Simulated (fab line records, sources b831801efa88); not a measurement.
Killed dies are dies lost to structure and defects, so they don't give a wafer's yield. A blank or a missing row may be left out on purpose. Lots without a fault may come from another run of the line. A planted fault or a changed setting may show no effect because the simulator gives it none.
Which tool did it? | flow sky130 | 13 lots, 39 wafers sampled, at 4 steps of a route of 708

WHAT THE GAUGES READ, wafer by wafer
SKY_RES_XHIGH_TW_MEAS_09.
lot  | measured     | on            | RES_XHIGH_TW
L793 | day 26 06:07 | film_metro-02 | 1655 1654 1651
L794 | day 26 20:06 | film_metro-02 | 1652 1660 1664
L801 | day 29 10:58 | film_metro-04 | 1461 1453 1452
L802 | day 29 15:55 | film_metro-04 | 1451 1457 1449
L805 | day 30 12:07 | film_metro-01 | 1647 1643 1647
L809 | day 32 03:40 | film_metro-01 | 1634 1632 1637
L810 | day 32 04:52 | film_metro-04 | 1663 1669 1660
L811 | day 32 09:53 | film_metro-02 | 1660 1665 1662
L812 | day 33 00:36 | film_metro-02 | 1661 1656 1655
L813 | day 33 04:37 | film_metro-04 | 1651 1651 1657
L814 | day 33 05:20 | film_metro-01 | 1658 1642 1656
L815 | day 33 18:13 | film_metro-02 | 1648 1646 1650
L816 | day 34 02:46 | film_metro-04 | 1656 1666 1658

SKY_SD_N_RS_MEAS_18: measures by four-point-probe.
lot  | measured     | on            | RES_XHIGH_RS (ohm/sq)
L793 | day 27 11:25 | film_metro-02 | 331.9 330.8 332.1
L794 | day 28 01:20 | film_metro-02 | 329.5 330.3 331.2
L801 | day 30 15:41 | film_metro-02 | 474.8 477.1 477.2
L802 | day 30 20:52 | film_metro-02 | 476.4 475.8 475.8
L805 | day 31 15:56 | film_metro-01 | 333.5 333.8 334.4
L809 | day 33 07:47 | film_metro-02 | 332.0 334.0 333.4
L810 | day 33 09:01 | film_metro-02 | 333.8 333.4 334.2
L811 | day 33 13:21 | film_metro-04 | 332.9 332.8 332.8
L812 | day 34 04:50 | film_metro-01 | 333.4 332.7 333.5
L813 | day 34 09:11 | film_metro-01 | 333.1 334.7 333.3
L814 | day 34 10:05 | film_metro-02 | 331.7 333.0 331.5
L815 | day 34 21:38 | film_metro-02 | 334.5 334.6 334.7
L816 | day 35 07:11 | film_metro-01 | 331.8 331.6 331.6

WHICH TOOL RAN EACH LOT (tool, then ch and the chambers of the sampled wafers, then the start)
lot  | SKY_RES_XHIGH_IMPLANT_07        | SKY_RES_XHIGH_STRIP_08
L793 | implanter-01 ch 0, day 26 05:53 | plasma_asher-04 ch 0, day 26 06:01
L794 | implanter-02 ch 0, day 26 19:51 | plasma_asher-04 ch 0,1, day 26 20:00
L801 | implanter-02 ch 0, day 29 10:43 | plasma_asher-02 ch 0,1, day 29 10:51
L802 | implanter-02 ch 0, day 29 15:41 | plasma_asher-02 ch 0,1, day 29 15:49
L805 | implanter-03 ch 0, day 30 11:54 | plasma_asher-04 ch 0,1, day 30 12:02
L809 | implanter-01 ch 0, day 32 03:26 | plasma_asher-04 ch 0,1, day 32 03:34
L810 | implanter-03 ch 0, day 32 04:39 | plasma_asher-04 ch 0,1, day 32 04:47
L811 | implanter-01 ch 0, day 32 09:38 | plasma_asher-03 ch 0,1, day 32 09:47
L812 | implanter-02 ch 0, day 33 00:22 | plasma_asher-03 ch 0,1, day 33 00:29
L813 | implanter-03 ch 0, day 33 04:22 | plasma_asher-03 ch 0,1, day 33 04:31
L814 | implanter-01 ch 0, day 33 05:05 | plasma_asher-02 ch 0,1, day 33 05:14
L815 | implanter-01 ch 0, day 33 17:59 | plasma_asher-02 ch 0,1, day 33 18:07
L816 | implanter-02 ch 0, day 34 02:32 | plasma_asher-02 ch 0,1, day 34 02:40
- SKY_RES_XHIGH_IMPLANT_07
- SKY_RES_XHIGH_STRIP_08: strips in O2/N2.

WHAT THE TOOLS THEMSELVES READ (means of the sampled wafers that have a number; where no wafer has one, the mark that the record gives instead)
SKY_RES_XHIGH_IMPLANT_07.
lot  | tool         | beam_on_s (s) | dose_ions_cm2 | faraday_current_uA
L793 | implanter-01 | 39.3          | 3.6e+14       | 517
L794 | implanter-02 | 35.8          | 3.6e+14       | 567
L801 | implanter-02 | 22.7          | 2.3e+14       | 573
L802 | implanter-02 | 22.9          | 2.3e+14       | 570
L805 | implanter-03 | 39.4          | 3.6e+14       | 515
L809 | implanter-01 | 39.2          | 3.6e+14       | 518
L810 | implanter-03 | 38.9          | 3.6e+14       | 520
L811 | implanter-01 | 40.0          | 3.6e+14       | 507
L812 | implanter-02 | 35.1          | 3.6e+14       | 578
L813 | implanter-03 | 38.3          | 3.6e+14       | 531
L814 | implanter-01 | 39.4          | 3.6e+14       | 515
L815 | implanter-01 | 39.8          | 3.6e+14       | 510
L816 | implanter-02 | 35.8          | 3.6e+14       | 568

SKY_RES_XHIGH_STRIP_08.
lot  | tool            | drypump_motor_current_A (A) | oes_product_au (a.u.) | strip_time_to_endpoint_s (s)
L793 | plasma_asher-04 | 6.3                         | 0.711                 | 14.28
L794 | plasma_asher-04 | 5.6                         | 0.714                 | 14.29
L801 | plasma_asher-02 | 5.3                         | 0.722                 | 14.17
L802 | plasma_asher-02 | 5.3                         | 0.718                 | 14.18
L805 | plasma_asher-04 | 5.6                         | 0.707                 | 14.26
L809 | plasma_asher-04 | 5.9                         | 0.715                 | 14.29
L810 | plasma_asher-04 | 5.9                         | 0.710                 | 14.33
L811 | plasma_asher-03 | 6.0                         | 0.709                 | 14.28
L812 | plasma_asher-03 | 6.0                         | 0.708                 | 14.27
L813 | plasma_asher-03 | 6.0                         | 0.708                 | 14.30
L814 | plasma_asher-02 | 5.3                         | 0.710                 | 14.36
L815 | plasma_asher-02 | 5.3                         | 0.711                 | 14.32
L816 | plasma_asher-02 | 5.3                         | 0.712                 | 14.28

THE ANSWER, worked out from the rows above alone
Rule: what is usual is taken from the lots themselves. Put in order of their means at a reading, lots are off if they are a third of the lots or fewer, leave a main group of 4 or more, and stand apart from it by a gap of 3 or more times the standard deviation of the main group's means; of several such gaps the widest counts. A main group whose means are all the same, to the digits that the tables above print for the reading, isn't used. A lot without any number at a reading at which 4 lots or more have one is off too. The other lots that the step has rows for count as sound. The gauges are gone through in route order, then the tools' own readings, and for those a lot's mean is taken as printed above. The first step at which some lot is off is used, and at that step the reading that is off furthest; a lot without a number counts as furthest.
Off: L801, L802, at SKY_RES_XHIGH_TW_MEAS_09 (RES_XHIGH_TW). The main group: mean 1654, standard deviation 8.2.
A tool fits if, at a process step before that reading, it ran every lot that is off, and no sound lot after the first of them. The gauges at SKY_RES_XHIGH_TW_MEAS_09 aren't tried: what is off there is off at SKY_SD_N_RS_MEAS_18 too, on other tools, and a gauge's error can't cause that. None of those tried fits.

WHAT THE SIMULATOR HAD PUT IN
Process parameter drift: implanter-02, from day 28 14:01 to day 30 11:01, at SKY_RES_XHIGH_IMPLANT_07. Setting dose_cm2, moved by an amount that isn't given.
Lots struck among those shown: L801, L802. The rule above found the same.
